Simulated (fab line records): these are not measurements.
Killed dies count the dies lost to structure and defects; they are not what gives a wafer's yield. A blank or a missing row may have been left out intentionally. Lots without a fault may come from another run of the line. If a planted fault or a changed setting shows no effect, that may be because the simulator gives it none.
fab line records || flow sky130
record: {"lots": 6, "wafers": 18, "last-day": 50}
route steps=708 shown LDD_N@240 PAD_OPEN@708
lots with no fault: from the same line, run without faults
start-h: start of the lot's first displayed wafer, in hours after the record's first day || wait-h: time in hours since the lot's previous step || " unchanged from the row above || L1.1+2: a row that stands for several wafers || - no value present, or no start provided || * or withheld: withheld || < > ~ a bound
route shown NAME@n: names a module that has steps shown in the file, with the first one's number in the route || usual: mean/standard deviation of fault-free wafers || same: alike in all rows || chamber/n: place in a boat || sites: readings site by site || _std_site: the standard deviation of these || _edge_site: mean of outer sites minus mean of inner sites || radius-mm: how far each site lies from the wafer's centre || mask NAME#n: copy n || behind: tool/chamber where the wafer was last shaped || hold: the reason the lot was held/the length of the hold in hours/how it ended || device: the transistor (n, p or np) that didn't switch || end of line: tests run on the same wafers once the route is complete || a step given without rows: its recipe and nothing more || killed: count of dies lost to structure and defects at first sort (not the wafer's yield) || map: the dies of a wafer, with x for killed, . for not killed, _ for no die there
set.NAME: the setting that was run; set.NAME@STEP: the one run at that earlier step || model.NAME: the simulator's own value behind a step, which no gauge read
lots at some steps of the route; a table a step, a row a wafer
services: the hour from which a tool's chamber was out of use, counted from the record's first day as start-h (under 0 if before that day), plus the number of hours and why
== steps ==
step: SKY_LDD_N_SOFTBAKE_03
recipe: {"temp-c": 90, "time-s": 60, "resist": "NOVOLAK"}
step: SKY_LDD_N_EXPOSE_04
recipe: {"mask-id": "NTM", "target-cd-nm": 840, "na": 0.6, "source-shape": "conventional", "sigma-outer": 0.6, "dose-mj": 110}
step: SKY_LDD_N_PEB_05
recipe: {"temp-c": "withheld", "time-s": "*", "resist": "NOVOLAK"}
step: SKY_LDD_N_DEVELOP_06
recipe: {"develop-time-s": 60, "dev-temp-c": 23}
step: SKY_LDD_N_OVL_MEAS_07
usual: {"LDD_N_OVL": "-0.1/1.3"}
{"lot.wafer": "L793.1", "tool": "overlay-02", "chamber": "-", "start-h": 401.69, "wait-h": 0.1, "LDD_N_OVL[nm]": -0.8}
{"lot.wafer": "L793.2", "tool": "overlay-02", "chamber": "-", "start-h": 401.69, "wait-h": 0.1, "LDD_N_OVL[nm]": -1.9}
{"lot.wafer": "L793.4", "tool": "overlay-02", "chamber": "-", "start-h": 401.69, "wait-h": 0.1, "LDD_N_OVL[nm]": -1.6}
{"lot.wafer": "L795.1", "tool": "overlay-02", "chamber": "-", "start-h": 415.59, "wait-h": 0.1, "LDD_N_OVL[nm]": -1.2}
{"lot.wafer": "L795.4", "tool": "overlay-02", "chamber": "-", "start-h": 415.59, "wait-h": 0.1, "LDD_N_OVL[nm]": -1.5}
{"lot.wafer": "L795.5", "tool": "overlay-02", "chamber": "-", "start-h": 415.59, "wait-h": 0.1, "LDD_N_OVL[nm]": -0.4}
{"lot.wafer": "L806.1", "tool": "overlay-01", "chamber": "-", "start-h": 520.84, "wait-h": 0.1, "LDD_N_OVL[nm]": 0.1}
{"lot.wafer": "L806.2", "tool": "overlay-01", "chamber": "-", "start-h": 520.84, "wait-h": 0.1, "LDD_N_OVL[nm]": -1.0}
{"lot.wafer": "L806.5", "tool": "overlay-01", "chamber": "-", "start-h": 520.84, "wait-h": 0.1, "LDD_N_OVL[nm]": 0.1}
{"lot.wafer": "L807.1", "tool": "overlay-01", "chamber": "-", "start-h": 528.39, "wait-h": 0.1, "LDD_N_OVL[nm]": -0.3}
{"lot.wafer": "L807.4", "tool": "overlay-01", "chamber": "-", "start-h": 528.39, "wait-h": 0.1, "LDD_N_OVL[nm]": 0.6}
{"lot.wafer": "L807.6", "tool": "overlay-01", "chamber": "-", "start-h": 528.39, "wait-h": 0.1, "LDD_N_OVL[nm]": 0.0}
{"lot.wafer": "L815.1", "tool": "overlay-01", "chamber": "-", "start-h": 590.49, "wait-h": 0.1, "LDD_N_OVL[nm]": 0.8}
{"lot.wafer": "L815.2", "tool": "overlay-01", "chamber": "-", "start-h": 590.49, "wait-h": 0.1, "LDD_N_OVL[nm]": 0.7}
{"lot.wafer": "L815.6", "tool": "overlay-01", "chamber": "-", "start-h": 590.49, "wait-h": 0.1, "LDD_N_OVL[nm]": 1.2}
{"lot.wafer": "L816.2", "tool": "overlay-02", "chamber": "-", "start-h": 599.20, "wait-h": 0.1, "LDD_N_OVL[nm]": 1.2}
{"lot.wafer": "L816.4", "tool": "overlay-02", "chamber": "-", "start-h": 599.20, "wait-h": 0.1, "LDD_N_OVL[nm]": 1.4}
{"lot.wafer": "L816.6", "tool": "overlay-02", "chamber": "-", "start-h": 599.20, "wait-h": 0.1, "LDD_N_OVL[nm]": 0.3}
step: SKY_LDD_N_IMPLANT_08
recipe: {"species": "As", "energy-kev": 20, "dose-cm2": 7.5e+13, "tilt-deg": "withheld", "rotation-deg": 23}
step: SKY_LDD_N_IMPLANT_09
recipe: {"species": "As", "energy-kev": 20, "dose-cm2": 7.5e+13, "tilt-deg": "withheld", "rotation-deg": 113}
step: SKY_LDD_N_IMPLANT_10
recipe: {"species": "As", "energy-kev": 20, "dose-cm2": 7.5e+13, "tilt-deg": "withheld", "rotation-deg": 203}
step: SKY_LDD_N_IMPLANT_11
recipe: {"species": "As", "energy-kev": 20, "dose-cm2": 7.5e+13, "tilt-deg": "withheld", "rotation-deg": 293}
step: SKY_LDD_N_IMPLANT_12
recipe: {"species": "BF2", "energy-kev": 50, "dose-cm2": 5e+12, "tilt-deg": 30, "rotation-deg": 0}
step: SKY_LDD_N_IMPLANT_13
recipe: {"species": "BF2", "energy-kev": 50, "dose-cm2": 5e+12, "tilt-deg": 30, "rotation-deg": 90}
step: SKY_LDD_N_IMPLANT_14
recipe: {"species": "BF2", "energy-kev": 50, "dose-cm2": 5e+12, "tilt-deg": 30, "rotation-deg": 180}
step: SKY_LDD_N_IMPLANT_15
recipe: {"species": "BF2", "energy-kev": 50, "dose-cm2": 5e+12, "tilt-deg": 30, "rotation-deg": 270}
usual: {"beam-on-s": "10.04/0.19", "faraday-current-uA": "28.1/0.52"}
{"lot.wafer": "L793.1", "tool": "implanter-03", "chamber": 0, "start-h": 402.78, "wait-h": 0.1, "beam-on-s": 9.83, "faraday-current-uA": 28.8}
{"lot.wafer": "L793.2", "tool": "implanter-03", "chamber": 0, "start-h": 402.78, "wait-h": 0.1, "beam-on-s": 10.20, "faraday-current-uA": 27.6}
{"lot.wafer": "L793.4", "tool": "implanter-03", "chamber": 0, "start-h": 402.78, "wait-h": 0.1, "beam-on-s": 10.04, "faraday-current-uA": 28.2}
{"lot.wafer": "L795.1", "tool": "implanter-01", "chamber": 0, "start-h": 416.68, "wait-h": 0.1, "beam-on-s": 10.15, "faraday-current-uA": 27.9}
{"lot.wafer": "L795.4", "tool": "implanter-01", "chamber": 0, "start-h": 416.68, "wait-h": 0.1, "beam-on-s": 10.11, "faraday-current-uA": 27.9}
{"lot.wafer": "L795.5", "tool": "implanter-01", "chamber": 0, "start-h": 416.68, "wait-h": 0.1, "beam-on-s": 10.46, "faraday-current-uA": 26.9}
{"lot.wafer": "L806.1", "tool": "implanter-01", "chamber": 0, "start-h": 521.92, "wait-h": 0.1, "beam-on-s": 13.22, "faraday-current-uA": 21.3}
{"lot.wafer": "L806.2", "tool": "implanter-01", "chamber": 0, "start-h": 521.92, "wait-h": 0.1, "beam-on-s": 13.70, "faraday-current-uA": 20.5}
{"lot.wafer": "L806.5", "tool": "implanter-01", "chamber": 0, "start-h": 521.92, "wait-h": 0.1, "beam-on-s": 13.48, "faraday-current-uA": 20.9}
{"lot.wafer": "L807.1", "tool": "implanter-01", "chamber": 0, "start-h": 529.48, "wait-h": 0.1, "beam-on-s": 13.40, "faraday-current-uA": 21.0}
{"lot.wafer": "L807.4", "tool": "implanter-01", "chamber": 0, "start-h": 529.48, "wait-h": 0.1, "beam-on-s": 13.55, "faraday-current-uA": 20.9}
{"lot.wafer": "L807.6", "tool": "implanter-01", "chamber": 0, "start-h": 529.48, "wait-h": 0.1, "beam-on-s": 13.51, "faraday-current-uA": 20.8}
{"lot.wafer": "L815.1", "tool": "implanter-02", "chamber": 0, "start-h": 591.57, "wait-h": 0.1, "beam-on-s": 10.61, "faraday-current-uA": 26.5}
{"lot.wafer": "L815.2", "tool": "implanter-02", "chamber": 0, "start-h": 591.57, "wait-h": 0.1, "beam-on-s": 9.84, "faraday-current-uA": 28.6}
{"lot.wafer": "L815.6", "tool": "implanter-02", "chamber": 0, "start-h": 591.57, "wait-h": 0.1, "beam-on-s": 10.27, "faraday-current-uA": 27.5}
{"lot.wafer": "L816.2", "tool": "implanter-02", "chamber": 0, "start-h": 600.31, "wait-h": 0.1, "beam-on-s": 10.09, "faraday-current-uA": 27.9}
{"lot.wafer": "L816.4", "tool": "implanter-02", "chamber": 0, "start-h": 600.31, "wait-h": 0.1, "beam-on-s": 9.87, "faraday-current-uA": 28.7}
{"lot.wafer": "L816.6", "tool": "implanter-02", "chamber": 0, "start-h": 600.31, "wait-h": 0.1, "beam-on-s": 10.22, "faraday-current-uA": 27.6}
step: SKY_LDD_N_STRIP_16
recipe: {"chemistry": "O2/N2", "power-w": 1400, "pressure-mtorr": 1500, "platen-temp-c": "withheld", "o2-flow-sccm": 3000, "n2-flow-sccm": 300, "overash-fraction": 0.5}
usual: {"drypump-motor-current-A": "5.56/0.28", "oes-product-au": "0.407/0.0048", "strip-time-to-endpoint-s": "4.317/0.015"}
{"lot.wafer": "L793.1", "tool": "plasma-asher-01", "chamber": 1, "start-h": 402.93, "wait-h": 0.1, "drypump-motor-current-A": 5.89, "oes-product-au": 0.400, "rf-hours-counter-h": 29, "strip-time-to-endpoint-s": 4.286}
{"lot.wafer": "L793.2", "tool": "plasma-asher-01", "chamber": 0, "start-h": 402.93, "wait-h": 0.1, "drypump-motor-current-A": 5.76, "oes-product-au": 0.407, "rf-hours-counter-h": 29, "strip-time-to-endpoint-s": 4.309}
{"lot.wafer": "L793.4", "tool": "plasma-asher-01", "chamber": 0, "start-h": 402.93, "wait-h": 0.1, "drypump-motor-current-A": 5.75, "oes-product-au": 0.412, "rf-hours-counter-h": "-", "strip-time-to-endpoint-s": 4.325}
{"lot.wafer": "L795.1", "tool": "plasma-asher-04", "chamber": 0, "start-h": 416.83, "wait-h": 0.1, "drypump-motor-current-A": 5.00, "oes-product-au": 0.399, "rf-hours-counter-h": 60, "strip-time-to-endpoint-s": 4.336}
{"lot.wafer": "L795.4", "tool": "plasma-asher-04", "chamber": 1, "start-h": 416.83, "wait-h": 0.1, "drypump-motor-current-A": 5.43, "oes-product-au": 0.407, "rf-hours-counter-h": "-", "strip-time-to-endpoint-s": 4.313}
{"lot.wafer": "L795.5", "tool": "plasma-asher-04", "chamber": 0, "start-h": 416.83, "wait-h": 0.1, "drypump-motor-current-A": 5.00, "oes-product-au": 0.410, "rf-hours-counter-h": "-", "strip-time-to-endpoint-s": 4.299}
{"lot.wafer": "L806.1", "tool": "plasma-asher-01", "chamber": 1, "start-h": 522.07, "wait-h": 0.1, "drypump-motor-current-A": 5.88, "oes-product-au": 0.407, "rf-hours-counter-h": 43, "strip-time-to-endpoint-s": 4.305}
{"lot.wafer": "L806.2", "tool": "plasma-asher-01", "chamber": 0, "start-h": 522.07, "wait-h": 0.1, "drypump-motor-current-A": 5.76, "oes-product-au": 0.406, "rf-hours-counter-h": 43, "strip-time-to-endpoint-s": 4.337}
{"lot.wafer": "L806.5", "tool": "plasma-asher-01", "chamber": 1, "start-h": 522.07, "wait-h": 0.1, "drypump-motor-current-A": 5.87, "oes-product-au": 0.406, "rf-hours-counter-h": "-", "strip-time-to-endpoint-s": 4.328}
{"lot.wafer": "L807.1", "tool": "plasma-asher-01", "chamber": 0, "start-h": 529.63, "wait-h": 0.1, "drypump-motor-current-A": 5.76, "oes-product-au": 0.416, "rf-hours-counter-h": 44, "strip-time-to-endpoint-s": 4.308}
{"lot.wafer": "L807.4", "tool": "plasma-asher-01", "chamber": 0, "start-h": 529.63, "wait-h": 0.1, "drypump-motor-current-A": 5.74, "oes-product-au": 0.403, "rf-hours-counter-h": "-", "strip-time-to-endpoint-s": 4.325}
{"lot.wafer": "L807.6", "tool": "plasma-asher-01", "chamber": 1, "start-h": 529.63, "wait-h": 0.1, "drypump-motor-current-A": 5.89, "oes-product-au": 0.413, "rf-hours-counter-h": "-", "strip-time-to-endpoint-s": 4.309}
{"lot.wafer": "L815.1", "tool": "plasma-asher-01", "chamber": 1, "start-h": 591.72, "wait-h": 0.1, "drypump-motor-current-A": 5.86, "oes-product-au": 0.408, "rf-hours-counter-h": 51, "strip-time-to-endpoint-s": 4.308}
{"lot.wafer": "L815.2", "tool": "plasma-asher-01", "chamber": 0, "start-h": 591.72, "wait-h": 0.1, "drypump-motor-current-A": 5.74, "oes-product-au": 0.401, "rf-hours-counter-h": 51, "strip-time-to-endpoint-s": 4.306}
{"lot.wafer": "L815.6", "tool": "plasma-asher-01", "chamber": 0, "start-h": 591.72, "wait-h": 0.1, "drypump-motor-current-A": 5.75, "oes-product-au": 0.406, "rf-hours-counter-h": "-", "strip-time-to-endpoint-s": 4.291}
{"lot.wafer": "L816.2", "tool": "plasma-asher-02", "chamber": 1, "start-h": 600.43, "wait-h": 0.1, "drypump-motor-current-A": 5.60, "oes-product-au": 0.398, "rf-hours-counter-h": 11, "strip-time-to-endpoint-s": 4.322}
{"lot.wafer": "L816.4", "tool": "plasma-asher-02", "chamber": 0, "start-h": 600.43, "wait-h": 0.1, "drypump-motor-current-A": 5.53, "oes-product-au": 0.403, "rf-hours-counter-h": "-", "strip-time-to-endpoint-s": 4.341}
{"lot.wafer": "L816.6", "tool": "plasma-asher-02", "chamber": 1, "start-h": 600.43, "wait-h": 0.1, "drypump-motor-current-A": 5.59, "oes-product-au": 0.400, "rf-hours-counter-h": "-", "strip-time-to-endpoint-s": 4.339}
step: SKY_PAD_OPEN_PROBE_99
usual: {"killed_at_M0_to_M3": "43/7.3", "killed_at_M4_up": "3.1/1.8", "killed-at-contacts": "24/5.4", "killed-at-front-end": "15/4.1", "killed-at-other": "0.2/0.52", "killed-dies": "86/10", "killed-open": "47/7.3", "killed-short": "39/6.4"}
same: {"gross-dies": 492, "killed-at-back-side": 0}
{"lot.wafer": "L793.1", "tool": "prober-01", "chamber": "-", "start-h": 1074.88, "wait-h": 0.1, "killed_at_M0_to_M3": 41, "killed_at_M4_up": 2, "killed-at-contacts": 28, "killed-at-front-end": 15, "killed-at-other": 1, "killed-dies": 87, "killed-open": 46, "killed-short": 41, "model.etest.nfet_01v8_turned.vt-sat-v": 0.6548}
{"lot.wafer": "L793.2", "tool": "prober-01", "chamber": "-", "start-h": 1074.93, "wait-h": 0.1, "killed_at_M0_to_M3": 40, "killed_at_M4_up": 3, "killed-at-contacts": 25, "killed-at-front-end": 7, "killed-at-other": 0, "killed-dies": 75, "killed-open": 50, "killed-short": 25, "model.etest.nfet_01v8_turned.vt-sat-v": 0.6566}
{"lot.wafer": "L793.4", "tool": "prober-01", "chamber": "-", "start-h": 1075.03, "wait-h": 0.2, "killed_at_M0_to_M3": 44, "killed_at_M4_up": 1, "killed-at-contacts": 15, "killed-at-front-end": 14, "killed-at-other": 0, "killed-dies": 74, "killed-open": 33, "killed-short": 40, "model.etest.nfet_01v8_turned.vt-sat-v": 0.6642}
{"lot.wafer": "L795.1", "tool": "prober-01", "chamber": "-", "start-h": 1082.82, "wait-h": 0.1, "killed_at_M0_to_M3": 40, "killed_at_M4_up": 3, "killed-at-contacts": 31, "killed-at-front-end": 7, "killed-at-other": 0, "killed-dies": 81, "killed-open": 47, "killed-short": 34, "model.etest.nfet_01v8_turned.vt-sat-v": 0.6583}
{"lot.wafer": "L795.4", "tool": "prober-01", "chamber": "-", "start-h": 1082.97, "wait-h": 0.2, "killed_at_M0_to_M3": 44, "killed_at_M4_up": 4, "killed-at-contacts": 24, "killed-at-front-end": 11, "killed-at-other": 0, "killed-dies": 83, "killed-open": 50, "killed-short": 33, "model.etest.nfet_01v8_turned.vt-sat-v": 0.6543}
{"lot.wafer": "L795.5", "tool": "prober-01", "chamber": "-", "start-h": 1083.02, "wait-h": 0.2, "killed_at_M0_to_M3": 48, "killed_at_M4_up": 1, "killed-at-contacts": 28, "killed-at-front-end": 20, "killed-at-other": 0, "killed-dies": 97, "killed-open": 52, "killed-short": 45, "model.etest.nfet_01v8_turned.vt-sat-v": 0.6503}
{"lot.wafer": "L806.1", "tool": "prober-02", "chamber": "-", "start-h": 1151.97, "wait-h": 0.1, "killed_at_M0_to_M3": 41, "killed_at_M4_up": 3, "killed-at-contacts": 24, "killed-at-front-end": 15, "killed-at-other": 0, "killed-dies": 83, "killed-open": 50, "killed-short": 33, "model.etest.nfet_01v8_turned.vt-sat-v": 0.6674}
{"lot.wafer": "L806.2", "tool": "prober-02", "chamber": "-", "start-h": 1152.02, "wait-h": 0.1, "killed_at_M0_to_M3": 30, "killed_at_M4_up": 2, "killed-at-contacts": 20, "killed-at-front-end": 18, "killed-at-other": 0, "killed-dies": 70, "killed-open": 30, "killed-short": 40, "model.etest.nfet_01v8_turned.vt-sat-v": 0.663}
{"lot.wafer": "L806.5", "tool": "prober-02", "chamber": "-", "start-h": 1152.17, "wait-h": 0.2, "killed_at_M0_to_M3": 51, "killed_at_M4_up": 5, "killed-at-contacts": 15, "killed-at-front-end": 12, "killed-at-other": 0, "killed-dies": 83, "killed-open": 34, "killed-short": 49, "model.etest.nfet_01v8_turned.vt-sat-v": 0.6735}
{"lot.wafer": "L807.1", "tool": "prober-01", "chamber": "-", "start-h": 1157.40, "wait-h": 0.1, "killed_at_M0_to_M3": 44, "killed_at_M4_up": 3, "killed-at-contacts": 23, "killed-at-front-end": 19, "killed-at-other": 0, "killed-dies": 89, "killed-open": 45, "killed-short": 43, "model.etest.nfet_01v8_turned.vt-sat-v": 0.6779}
{"lot.wafer": "L807.4", "tool": "prober-01", "chamber": "-", "start-h": 1157.55, "wait-h": 0.2, "killed_at_M0_to_M3": 39, "killed_at_M4_up": 1, "killed-at-contacts": 23, "killed-at-front-end": 15, "killed-at-other": 0, "killed-dies": 78, "killed-open": 42, "killed-short": 36, "model.etest.nfet_01v8_turned.vt-sat-v": 0.6738}
{"lot.wafer": "L807.6", "tool": "prober-01", "chamber": "-", "start-h": 1157.65, "wait-h": 0.2, "killed_at_M0_to_M3": 39, "killed_at_M4_up": 3, "killed-at-contacts": 29, "killed-at-front-end": 32, "killed-at-other": 0, "killed-dies": 103, "killed-open": 51, "killed-short": 51, "model.etest.nfet_01v8_turned.vt-sat-v": 0.6778}
{"lot.wafer": "L815.1", "tool": "prober-01", "chamber": "-", "start-h": 1192.59, "wait-h": 0.1, "killed_at_M0_to_M3": 36, "killed_at_M4_up": 1, "killed-at-contacts": 27, "killed-at-front-end": 18, "killed-at-other": 0, "killed-dies": 82, "killed-open": 45, "killed-short": 37, "model.etest.nfet_01v8_turned.vt-sat-v": 0.6523}
{"lot.wafer": "L815.2", "tool": "prober-01", "chamber": "-", "start-h": 1192.64, "wait-h": 0.1, "killed_at_M0_to_M3": 46, "killed_at_M4_up": 3, "killed-at-contacts": 27, "killed-at-front-end": 16, "killed-at-other": 1, "killed-dies": 93, "killed-open": 52, "killed-short": 41, "model.etest.nfet_01v8_turned.vt-sat-v": 0.6539}
{"lot.wafer": "L815.6", "tool": "prober-01", "chamber": "-", "start-h": 1192.84, "wait-h": 0.2, "killed_at_M0_to_M3": 41, "killed_at_M4_up": 2, "killed-at-contacts": 28, "killed-at-front-end": 17, "killed-at-other": 0, "killed-dies": 88, "killed-open": 45, "killed-short": 42, "model.etest.nfet_01v8_turned.vt-sat-v": 0.6564}
{"lot.wafer": "L816.2", "tool": "prober-02", "chamber": "-", "start-h": 1195.56, "wait-h": 0.1, "killed_at_M0_to_M3": 41, "killed_at_M4_up": 1, "killed-at-contacts": 21, "killed-at-front-end": 9, "killed-at-other": 2, "killed-dies": 74, "killed-open": 36, "killed-short": 38, "model.etest.nfet_01v8_turned.vt-sat-v": 0.6474}
{"lot.wafer": "L816.4", "tool": "prober-02", "chamber": "-", "start-h": 1195.66, "wait-h": 0.2, "killed_at_M0_to_M3": 42, "killed_at_M4_up": 2, "killed-at-contacts": 19, "killed-at-front-end": 9, "killed-at-other": 0, "killed-dies": 72, "killed-open": 39, "killed-short": 33, "model.etest.nfet_01v8_turned.vt-sat-v": 0.6449}
{"lot.wafer": "L816.6", "tool": "prober-02", "chamber": "-", "start-h": 1195.76, "wait-h": 0.2, "killed_at_M0_to_M3": 40, "killed_at_M4_up": 3, "killed-at-contacts": 28, "killed-at-front-end": 14, "killed-at-other": 0, "killed-dies": 85, "killed-open": 47, "killed-short": 38, "model.etest.nfet_01v8_turned.vt-sat-v": 0.6431}
killed by level:class
L793.1 CONTACT:geometric-particle:open=12 VIA1:geometric-particle:short=9 VIA1:geometric-particle:open=9 VIA2:geometric-particle:open=8 CONTACT:geometric-particle:short=8 METAL1:geometric-particle:short=5 FIELD_ISO:geometric-particle:open=4 FIELD_ISO:geometric-particle:short=3
L793.2 CONTACT:geometric-particle:open=11 VIA1:geometric-particle:open=11 VIA1:geometric-particle:short=8 LI_CONTACT:geometric-particle:open=8 VIA2:geometric-particle:open=6 METAL2:geometric-particle:short=4 VIA3:geometric-particle:open=4 METAL3:geometric-particle:short=3
L793.4 VIA1:geometric-particle:short=8 METAL2:geometric-particle:short=8 VIA1:geometric-particle:open=7 LI_CONTACT:geometric-particle:open=6 METAL1:geometric-particle:open=5 METAL3:geometric-particle:short=4 CONTACT:geometric-particle:short=4 FIELD_ISO:geometric-particle:short=3
L795.1 VIA1:geometric-particle:open=12 LI_CONTACT:geometric-particle:open=9 CONTACT:geometric-particle:short=8 CONTACT:geometric-particle:open=8 METAL1:geometric-particle:short=7 VIA2:geometric-particle:open=6 VIA3:geometric-particle:open=5 METAL2:geometric-particle:short=4
L795.4 VIA1:geometric-particle:open=10 VIA3:geometric-particle:open=9 LI_CONTACT:geometric-particle:open=8 CONTACT:geometric-particle:open=7 VIA2:geometric-particle:open=7 CONTACT:geometric-particle:short=6 METAL1:geometric-particle:short=5 METAL2:geometric-particle:short=5
L795.5 CONTACT:geometric-particle:open=12 LI_CONTACT:geometric-particle:open=10 METAL1:geometric-particle:short=8 METAL2:geometric-particle:short=7 VIA2:geometric-particle:open=7 VIA1:geometric-particle:open=7 FIELD_ISO:geometric-particle:open=4 SPACER:geometric-particle:short=4
L806.1 VIA3:geometric-particle:open=12 CONTACT:geometric-particle:open=9 VIA2:geometric-particle:open=8 LI_CONTACT:geometric-particle:open=7 FIELD_ISO:geometric-particle:open=6 VIA1:geometric-particle:short=5 METAL2:geometric-particle:short=4 LI_CONTACT:geometric-particle:short=3
L806.2 CONTACT:geometric-particle:short=7 FIELD_ISO:geometric-particle:short=6 VIA1:geometric-particle:open=6 LOCAL_INTERCONNECT:geometric-particle:short=6 VIA3:geometric-particle:open=5 POLY_GATE:geometric-particle:open=4 CONTACT:geometric-particle:open=4 VIA1:geometric-particle:short=4
L806.5 VIA2:geometric-particle:open=7 VIA3:geometric-particle:open=7 VIA3:geometric-particle:short=7 CONTACT:geometric-particle:open=6 METAL1:geometric-particle:short=6 VIA1:geometric-particle:short=6 METAL4:geometric-particle:short=5 METAL2:geometric-particle:short=5
L807.1 LI_CONTACT:geometric-particle:open=8 VIA2:geometric-particle:open=8 METAL1:geometric-particle:short=7 FIELD_ISO:geometric-particle:open=6 VIA1:geometric-particle:open=6 VIA1:geometric-particle:short=5 POLY_GATE:geometric-particle:open=5 CONTACT:geometric-particle:short=5
L807.4 CONTACT:geometric-particle:open=12 METAL1:geometric-particle:short=8 VIA1:geometric-particle:open=7 LI_CONTACT:geometric-particle:open=6 VIA2:geometric-particle:open=6 FIELD_ISO:geometric-particle:open=5 METAL2:geometric-particle:short=5 VIA3:geometric-particle:open=4
L807.6 FIELD_ISO:geometric-particle:short=13 FIELD_ISO:geometric-particle:open=9 LI_CONTACT:geometric-particle:open=9 CONTACT:geometric-particle:open=8 CONTACT:geometric-particle:short=7 VIA1:geometric-particle:open=7 VIA3:geometric-particle:open=6 VIA1:geometric-particle:short=5
L815.1 LI_CONTACT:geometric-particle:open=9 CONTACT:geometric-particle:open=7 VIA2:geometric-particle:open=7 POLY_GATE:geometric-particle:short=6 POLY_GATE:geometric-particle:open=5 CONTACT:geometric-particle:short=5 VIA1:geometric-particle:open=5 METAL2:geometric-particle:short=5
L815.2 CONTACT:geometric-particle:open=14 VIA1:geometric-particle:open=12 METAL2:geometric-particle:short=6 FIELD_ISO:geometric-particle:open=5 POLY_GATE:geometric-particle:short=5 VIA2:geometric-particle:short=5 CONTACT:geometric-particle:short=4 METAL1:geometric-particle:short=4
L815.6 VIA2:geometric-particle:open=9 LOCAL_INTERCONNECT:geometric-particle:short=8 CONTACT:geometric-particle:open=7 VIA1:geometric-particle:open=6 FIELD_ISO:geometric-particle:short=5 POLY_GATE:geometric-particle:open=5 LI_CONTACT:geometric-particle:open=5 CONTACT:geometric-particle:short=5
L816.2 LI_CONTACT:geometric-particle:open=9 CONTACT:geometric-particle:open=8 METAL1:geometric-particle:short=8 VIA1:geometric-particle:open=5 VIA1:geometric-particle:short=5 METAL3:geometric-particle:short=5 FIELD_ISO:geometric-particle:short=3 VIA3:geometric-particle:open=3
L816.4 VIA2:geometric-particle:open=10 VIA1:geometric-particle:open=9 CONTACT:geometric-particle:open=6 METAL2:geometric-particle:short=6 METAL3:geometric-particle:short=4 FIELD_ISO:geometric-particle:short=4 VIA2:geometric-particle:short=4 CONTACT:geometric-particle:short=4
L816.6 CONTACT:geometric-particle:open=12 VIA2:geometric-particle:open=10 LI_CONTACT:geometric-particle:open=7 VIA1:geometric-particle:open=7 CONTACT:geometric-particle:short=5 METAL2:geometric-particle:short=5 FIELD_ISO:geometric-particle:short=4 METAL1:geometric-particle:short=4
== services ==
{"tool": "implanter-02", "chamber": "-", "start-h": 394.73, "hours": 6.7, "kind": "pm"}
{"tool": "implanter-03", "chamber": "-", "start-h": 420.01, "hours": 2.3, "kind": "repair"}
{"tool": "plasma-asher-02", "chamber": "-", "start-h": 421.28, "hours": 9.0, "kind": "pm"}
{"tool": "plasma-asher-02", "chamber": 0, "start-h": 421.28, "hours": 9.0, "kind": "vent-cycle"}
{"tool": "plasma-asher-02", "chamber": 1, "start-h": 421.28, "hours": 9.0, "kind": "vent-cycle"}
{"tool": "plasma-asher-02", "chamber": 0, "start-h": 430.28, "hours": "-", "kind": "clean"}
{"tool": "plasma-asher-02", "chamber": 1, "start-h": 430.28, "hours": "-", "kind": "clean"}
{"tool": "plasma-asher-02", "chamber": "-", "start-h": 438.27, "hours": 1.1, "kind": "repair"}
{"tool": "plasma-asher-02", "chamber": "-", "start-h": 449.94, "hours": 0.5, "kind": "repair"}
{"tool": "plasma-asher-01", "chamber": "-", "start-h": 450.94, "hours": 0.7, "kind": "repair"}
{"tool": "implanter-01", "chamber": "-", "start-h": 456.49, "hours": 6.4, "kind": "repair"}
{"tool": "implanter-03", "chamber": "-", "start-h": 461.44, "hours": 5.3, "kind": "pm"}
{"tool": "plasma-asher-02", "chamber": "-", "start-h": 487.05, "hours": 55.4, "kind": "repair"}
{"tool": "plasma-asher-01", "chamber": "-", "start-h": 506.51, "hours": 0.8, "kind": "repair"}
{"tool": "implanter-02", "chamber": "-", "start-h": 510.49, "hours": 1.0, "kind": "repair"}
{"tool": "implanter-01", "chamber": "-", "start-h": 522.30, "hours": 2.5, "kind": "repair"}
{"tool": "implanter-02", "chamber": "-", "start-h": 539.66, "hours": 1.3, "kind": "repair"}
{"tool": "implanter-03", "chamber": "-", "start-h": 543.57, "hours": 42.0, "kind": "pm"}
== key ==
first-sign: {"step": "SKY_LDD_N_IMPLANT_15", "reading": "beam-on-s", "direction": "up", "sigmas": 18, "usual": 10.04, "struck": 13.48}
effect: {"step": "SKY_LDD_N_IMPLANT_15", "reading": "faraday-current-uA", "direction": "down", "sigmas": 14, "usual": 28.1, "struck": 20.9}
model-effect: {"step": "SKY_PAD_OPEN_PROBE_99", "value": "etest.nfet_01v8_turned.vt-sat-v", "without": 0.6491, "struck": 0.6722}
met-at SKY_LDD_N_IMPLANT_15
struck-wafers L806.1,L806.2,L806.5,L807.1,L807.4,L807.6
tester-left-out L806,L807
onset-between 416.68 521.92
fault: {"kind": "process-parameter-drift", "tool": "implanter-01", "chamber": "-", "onset-h": 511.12, "steps": "SKY_LDD_N_IMPLANT_15", "channel": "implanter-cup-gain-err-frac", "offset": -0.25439, "shape": "step", "end-h": 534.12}
tester-left-out: of these lots the tester's yield and bins aren't shown, on N5 and GAA mostly nor the transistor test; their killed dies are dies lost to structure and defects alone, not to doping, threshold or leakage, so they don't give the yield
